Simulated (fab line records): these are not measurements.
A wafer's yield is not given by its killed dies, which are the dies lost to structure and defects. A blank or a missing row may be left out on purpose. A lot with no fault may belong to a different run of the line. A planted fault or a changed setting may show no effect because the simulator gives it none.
What tool caused it? | flow gf180mcu | 39 wafers from 13 lots sampled at 3 of the route's 602 steps

WHAT EACH GAUGE READ, for each wafer
GF_V2_CD_MEAS_14 targets a cd of 260 nm.
lot  | measured     | on        | cd-nm (nm)
L996 | day 20 05:35 | cd-sem-02 | 258.2 256.5 258.3
L997 | day 20 15:34 | cd-sem-01 | 263.0 262.1 263.6
L998 | day 21 03:29 | cd-sem-01 | 259.4 259.6 259.7
L100 | day 21 23:10 | cd-sem-01 | 261.7 261.7 260.3
L102 | day 22 15:07 | cd-sem-02 | 259.9 261.9 260.8
L103 | day 22 19:30 | cd-sem-01 | 259.9 258.3 258.2
L110 | day 25 07:37 | cd-sem-01 | 261.1 262.0 261.6
L111 | day 25 18:55 | cd-sem-01 | 259.5 259.1 259.5
L112 | day 26 00:49 | cd-sem-01 | 260.4 259.0 259.0
L114 | day 26 11:45 | cd-sem-02 | 259.8 260.3 260.0
L115 | day 26 19:21 | cd-sem-01 | 261.7 261.6 261.3
L116 | day 27 02:21 | cd-sem-02 | 259.8 259.5 259.1
L118 | day 27 16:53 | cd-sem-02 | 261.7 262.4 260.7

WHAT TOOL EACH LOT RAN ON (gives the tool, then ch and the chambers of the sampled wafers, and finally the start)
lot  | GF_V2_CVD_02                    | GF_V2_SOFTBAKE_10
L996 | pecvd-03 ch 0,1,2, day 19 04:31 | litho-track-04 ch 0, day 19 17:00
L997 | pecvd-01 ch 0,2, day 19 15:29   | litho-track-01 ch 0, day 20 03:00
L998 | pecvd-03 ch 1,2, day 20 02:14   | litho-track-04 ch 0, day 20 15:00
L100 | pecvd-01 ch 1,2, day 20 21:59   | litho-track-04 ch 0, day 21 10:00
L102 | pecvd-03 ch 0,1,2, day 21 15:17 | litho-track-01 ch 0, day 22 03:00
L103 | pecvd-02 ch 1,2, day 21 19:14   | litho-track-04 ch 0, day 22 07:00
L110 | pecvd-03 ch 0,1, day 24 09:19   | litho-track-04 ch 0, day 24 20:00
L111 | pecvd-02 ch 1,2, day 24 21:26   | litho-track-01 ch 0, day 25 08:00
L112 | pecvd-01 ch 0,1, day 25 02:48   | litho-track-04 ch 0, day 25 14:00
L114 | pecvd-02 ch 0,1,2, day 25 14:39 | litho-track-03 ch 0, day 26 01:00
L115 | pecvd-02 ch 0,1,2, day 25 22:05 | litho-track-01 ch 0, day 26 08:00
L116 | pecvd-03 ch 0,1,2, day 26 05:47 | litho-track-01 ch 0, day 26 16:00
L118 | pecvd-02 ch 0,1,2, day 26 19:55 | litho-track-01 ch 0, day 27 06:00
- GF_V2_CVD_02: deposits SiO2 from TEOS, target thk 850 nm, time 94.851 s.
- GF_V2_SOFTBAKE_10: time 60 s.

AS READ BY THE TOOLS THEMSELVES (means over the sampled wafers that have a number; for cases with no such wafer, the mark the record gives instead)
GF_V2_CVD_02.
lot  | tool     | heater-power-w (W)
L996 | pecvd-03 | 658
L997 | pecvd-01 | 664
L998 | pecvd-03 | 629
L100 | pecvd-01 | 640
L102 | pecvd-03 | 652
L103 | pecvd-02 | 709
L110 | pecvd-03 | 707
L111 | pecvd-02 | 703
L112 | pecvd-01 | 616
L114 | pecvd-02 | 649
L115 | pecvd-02 | 667
L116 | pecvd-03 | 700
L118 | pecvd-02 | 676

GF_V2_SOFTBAKE_10.
lot  | tool           | heater-power-total-W (W) | run-length-s (s)
L996 | litho-track-04 | 93.05                    | 89.12
L997 | litho-track-01 | 93.05                    | 89.32
L998 | litho-track-04 | 93.02                    | 89.32
L100 | litho-track-04 | 93.10                    | 89.27
L102 | litho-track-01 | 93.09                    | 89.41
L103 | litho-track-04 | 93.01                    | 89.19
L110 | litho-track-04 | 93.01                    | 92.15
L111 | litho-track-01 | 93.04                    | 89.43
L112 | litho-track-04 | 93.09                    | 92.03
L114 | litho-track-03 | 93.01                    | 89.18
L115 | litho-track-01 | 93.05                    | 89.32
L116 | litho-track-01 | 93.04                    | 89.32
L118 | litho-track-01 | 93.06                    | 89.36

THE ANSWER, worked out from the rows above alone
Rule: the lots themselves supply what counts as usual. Put in order of their means at a reading, lots are off if they are a third of the lots or fewer, leave a main group of 4 or more, and stand apart from it by a gap of 3 or more times the standard deviation of the main group's means; of several such gaps the widest counts. A main group is skipped when, at the precision printed for the reading in the tables above, its means are all equal. Also off: a lot with no number at a reading for which 4 or more lots have one. All remaining lots with rows at the step are treated as sound. Order of review: gauges by route order, followed by the tools' own readings, for which a lot's mean as printed above is used. At the first step where some lot is off, the reading lying furthest off is the one used; lots without a number count as furthest.
Off: L110, L112 (GF_V2_SOFTBAKE_10, run-length-s). Mean 89.29 s and standard deviation 0.092 in the main group.
A tool fits if, at that step or a process step before it, it ran every lot that is off, and no sound lot after the first of them. One fits: GF_V2_SOFTBAKE_10 on litho-track-04. Its last sound lot is L103 (day 22 07:00), its first lot that is off L110 (day 24 20:00): a fault that began between those two fits.
On the lots that are off, the tool's own readings at GF_V2_SOFTBAKE_10 differ by more than 5 times the standard deviation of the sound lots' means, which bears it out; run-length-s reads 92.09 s there versus 89.29 s on the sound lots.

WHAT HAD BEEN PUT IN BY THE SIMULATOR
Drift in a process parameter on litho-track-04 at GF_V2_SOFTBAKE_10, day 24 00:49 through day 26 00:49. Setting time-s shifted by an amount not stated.
Struck lots among those shown: L110, L112. Same finding as the rule above.
